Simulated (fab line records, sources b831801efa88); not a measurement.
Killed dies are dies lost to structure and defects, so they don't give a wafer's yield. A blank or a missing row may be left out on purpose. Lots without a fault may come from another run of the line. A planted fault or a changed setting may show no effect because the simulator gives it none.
Which tool did it? | flow sky130 | 14 lots, 42 wafers sampled, at 4 steps of a route of 708

WHAT THE GAUGES READ, wafer by wafer
The record holds no reading of a measuring or inspecting step that can be judged against a usual standard deviation.

WHICH TOOL RAN EACH LOT (tool, then ch and the chambers of the sampled wafers, then the start)
lot  | SKY_METAL4_SPUTTER_04        | SKY_CAP2M_METAL_ETCH_13           | SKY_METAL4_EXPOSE_10              | SKY_METAL4_DESCUM_15
L868 | pvd_sputter-01, day 39 10:49 | rie_metal-02 ch 1, day 40 10:41   | krf_scanner-02 ch 0, day 41 00:29 | rie_metal-04 ch 0,1, day 41 11:48
L869 | pvd_sputter-01, day 40 00:59 | rie_metal-02 ch 0,1, day 41 01:41 | krf_scanner-02 ch 0, day 41 14:10 | rie_metal-02 ch 0,1, day 42 01:59
L877 | pvd_sputter-02, day 42 08:19 | rie_metal-01 ch 0,1, day 43 07:46 | krf_scanner-02, day 43 20:04      | rie_metal-02 ch 0,1, day 44 07:16
L878 | pvd_sputter-03, day 42 18:14 | rie_metal-03 ch 0,1, day 43 17:25 | krf_scanner-02, day 44 05:25      | rie_metal-04 ch 0, day 44 15:56
L881 | pvd_sputter-03, day 43 16:40 | rie_metal-02 ch 0,1, day 44 14:56 | krf_scanner-01 ch 0, day 45 02:43 | rie_metal-04 ch 0,1, day 45 13:16
L883 | pvd_sputter-02, day 43 23:07 | rie_metal-02 ch 0,1, day 44 21:11 | krf_scanner-01 ch 0, day 45 08:34 | rie_metal-03 ch 1, day 45 19:23
L882 | pvd_sputter-03, day 44 02:23 | rie_metal-02 ch 0,1, day 45 00:59 | krf_scanner-02 ch 0, day 45 12:35 | rie_metal-04 ch 0,1, day 45 22:34
L884 | pvd_sputter-02, day 44 11:08 | rie_metal-01 ch 1, day 45 08:47   | krf_scanner-01 ch 0, day 45 20:08 | rie_metal-02 ch 0,1, day 46 06:34
L885 | pvd_sputter-02, day 44 16:52 | rie_metal-03 ch 0,1, day 45 14:19 | krf_scanner-02 ch 0, day 46 01:41 | rie_metal-02 ch 0,1, day 46 11:56
L886 | pvd_sputter-01, day 44 20:04 | rie_metal-02 ch 0,1, day 45 17:47 | krf_scanner-01 ch 0, day 46 05:22 | rie_metal-04 ch 0,1, day 46 15:10
L887 | pvd_sputter-01, day 45 03:41 | rie_metal-01 ch 0,1, day 46 00:29 | krf_scanner-01 ch 0, day 46 11:58 | rie_metal-03 ch 0, day 46 22:22
L888 | pvd_sputter-02, day 45 12:40 | rie_metal-02 ch 0,1, day 46 09:47 | krf_scanner-02 ch 0, day 46 21:08 | rie_metal-02 ch 0,1, day 47 07:14
L889 | pvd_sputter-03, day 45 13:12 | rie_metal-01 ch 0,1, day 46 10:05 | krf_scanner-01 ch 0, day 46 21:39 | rie_metal-03 ch 0,1, day 47 07:28
L890 | pvd_sputter-02, day 45 16:32 | rie_metal-02 ch 0,1, day 46 13:05 | krf_scanner-02 ch 0, day 47 00:35 | rie_metal-02 ch 0,1, day 47 10:49
- SKY_METAL4_SPUTTER_04: material TiN, target thk 70 nm, time 58.3 s.
- SKY_CAP2M_METAL_ETCH_13: etches TiN in Cl2/BCl3, stops on SiO2, target depth 220 nm, time 62.9 s.
- SKY_METAL4_EXPOSE_10: exposes mask MM4, target cd 300 nm.
- SKY_METAL4_DESCUM_15: chemistry O2, time 8 s.

WHAT THE TOOLS THEMSELVES READ (means of the sampled wafers that have a number; where no wafer has one, the mark that the record gives instead)
SKY_METAL4_SPUTTER_04. Usual: throttle_valve_pct 30.5 %, standard deviation 1.
lot  | tool           | throttle_valve_pct (%) | flag
L868 | pvd_sputter-01 | 31.4                   |
L869 | pvd_sputter-01 | 31.4                   |
L877 | pvd_sputter-02 | 30.3                   |
L878 | pvd_sputter-03 | 28.2                   |
L881 | pvd_sputter-03 | 29.4                   |
L883 | pvd_sputter-02 | 31.0                   |
L882 | pvd_sputter-03 | 29.9                   |
L884 | pvd_sputter-02 | 30.1                   |
L885 | pvd_sputter-02 | 30.7                   |
L886 | pvd_sputter-01 | 31.0                   |
L887 | pvd_sputter-01 | 30.9                   |
L888 | pvd_sputter-02 | 30.6                   |
L889 | pvd_sputter-03 | 29.3                   |
L890 | pvd_sputter-02 | 30.9                   |

SKY_CAP2M_METAL_ETCH_13. Usual: chamber_pressure_mTorr 10.001 mTorr, standard deviation 0.01; drypump_motor_current_A 5.6 A, standard deviation 0.6; oes_product_au 0.941 a.u., standard deviation 0.0075; throttle_valve_pct 21.902 %, standard deviation 0.01.
lot  | tool         | chamber_pressure_mTorr (mTorr) | drypump_motor_current_A (A) | oes_product_au (a.u.) | throttle_valve_pct (%) | flag
L868 | rie_metal-02 | 9.987                          | 4.9                         | 0.947                 | 21.895                 |
L869 | rie_metal-02 | 9.997                          | 5.5                         | 0.946                 | 21.896                 |
L877 | rie_metal-01 | 10.003                         | 6.5                         | 0.936                 | 21.899                 |
L878 | rie_metal-03 | 10.007                         | 5.2                         | 0.945                 | 21.890                 |
L881 | rie_metal-02 | 9.996                          | 5.5                         | 0.932                 | 21.906                 |
L883 | rie_metal-02 | 9.997                          | 5.5                         | 0.938                 | 21.901                 |
L882 | rie_metal-02 | 10.004                         | 5.5                         | 0.936                 | 21.906                 |
L884 | rie_metal-01 | 10.005                         | 6.6                         | 0.949                 | 21.893                 |
L885 | rie_metal-03 | 9.997                          | 5.2                         | 0.930                 | 21.911                 |
L886 | rie_metal-02 | 10.002                         | 5.4                         | 0.933                 | 21.909                 |
L887 | rie_metal-01 | 9.996                          | 6.4                         | 0.943                 | 21.908                 |
L888 | rie_metal-02 | 10.005                         | 5.2                         | 0.932                 | 21.909                 |
L889 | rie_metal-01 | 10.006                         | 6.3                         | 0.938                 | 21.912                 |
L890 | rie_metal-02 | 10.001                         | 5.5                         | 0.947                 | 21.889                 |

SKY_METAL4_EXPOSE_10. Usual: exposure_dose_mJ_cm2 27.97, standard deviation 0.03; focus_offset_nm 0.0 nm, standard deviation 0.48; stage_vel_mm_s 500.04 mm/s, standard deviation 0.23.
lot  | tool           | exposure_dose_mJ_cm2 | focus_offset_nm (nm) | stage_vel_mm_s (mm/s) | flag
L868 | krf_scanner-02 | 27.96                | 0.0                  | 500.22                |
L869 | krf_scanner-02 | 27.98                | 0.4                  | 499.83                |
L877 | krf_scanner-02 | -                    | -                    | -                     | OFF
L878 | krf_scanner-02 | -                    | -                    | -                     | OFF
L881 | krf_scanner-01 | 27.94                | 0.1                  | 500.26                |
L883 | krf_scanner-01 | 27.97                | 0.1                  | 499.80                |
L882 | krf_scanner-02 | 27.94                | 0.2                  | 499.88                |
L884 | krf_scanner-01 | 27.96                | 0.5                  | 500.19                |
L885 | krf_scanner-02 | 27.96                | -0.1                 | 499.79                |
L886 | krf_scanner-01 | 27.99                | -0.5                 | 500.00                |
L887 | krf_scanner-01 | 27.99                | -0.4                 | 500.00                |
L888 | krf_scanner-02 | 27.94                | 0.4                  | 500.02                |
L889 | krf_scanner-01 | 28.00                | 0.3                  | 500.00                |
L890 | krf_scanner-02 | 27.92                | -0.1                 | 499.88                |

SKY_METAL4_DESCUM_15. Usual: chamber_pressure_mTorr 10.000 mTorr, standard deviation 0.01; drypump_motor_current_A 5.5 A, standard deviation 0.4; oes_product_au 0.994 a.u., standard deviation 0.0083.
lot  | tool         | chamber_pressure_mTorr (mTorr) | drypump_motor_current_A (A) | oes_product_au (a.u.) | flag
L868 | rie_metal-04 | 10.005                         | 5.9                         | 0.986                 |
L869 | rie_metal-02 | 9.992                          | 5.5                         | 0.998                 |
L877 | rie_metal-02 | 10.001                         | 5.2                         | 0.991                 |
L878 | rie_metal-04 | 10.001                         | 6.0                         | 0.993                 |
L881 | rie_metal-04 | 10.002                         | 5.8                         | 0.994                 |
L883 | rie_metal-03 | 10.002                         | 5.1                         | 0.996                 |
L882 | rie_metal-04 | 9.998                          | 5.9                         | 0.997                 |
L884 | rie_metal-02 | 10.010                         | 5.5                         | 0.996                 |
L885 | rie_metal-02 | 10.001                         | 5.2                         | 0.995                 |
L886 | rie_metal-04 | 9.997                          | 5.9                         | 0.990                 |
L887 | rie_metal-03 | 10.000                         | 5.4                         | 0.991                 |
L888 | rie_metal-02 | 9.993                          | 5.5                         | 0.986                 |
L889 | rie_metal-03 | 9.998                          | 5.2                         | 0.993                 |
L890 | rie_metal-02 | 10.008                         | 5.5                         | 0.994                 |

THE ANSWER, worked out from the rows above alone
Rule: a lot is off if the mean of its wafers that have a number lies more than 3 standard deviations from the usual mean. A lot without any number at a reading at which 4 lots or more have one is off too. The other lots that the step has rows for count as sound. The gauges are gone through in route order, then the tools' own readings, and for those a lot's mean is taken as printed above. The first step at which some lot is off is used, and at that step the reading that is off furthest; a lot without a number counts as furthest.
Off: L877, L878, at SKY_METAL4_EXPOSE_10 (exposure_dose_mJ_cm2). Without a number there: L877, L878.
A tool fits if, at that step or a process step before it, it ran every lot that is off, and no sound lot after the first of them. None of those tried fits.

WHAT THE SIMULATOR HAD PUT IN
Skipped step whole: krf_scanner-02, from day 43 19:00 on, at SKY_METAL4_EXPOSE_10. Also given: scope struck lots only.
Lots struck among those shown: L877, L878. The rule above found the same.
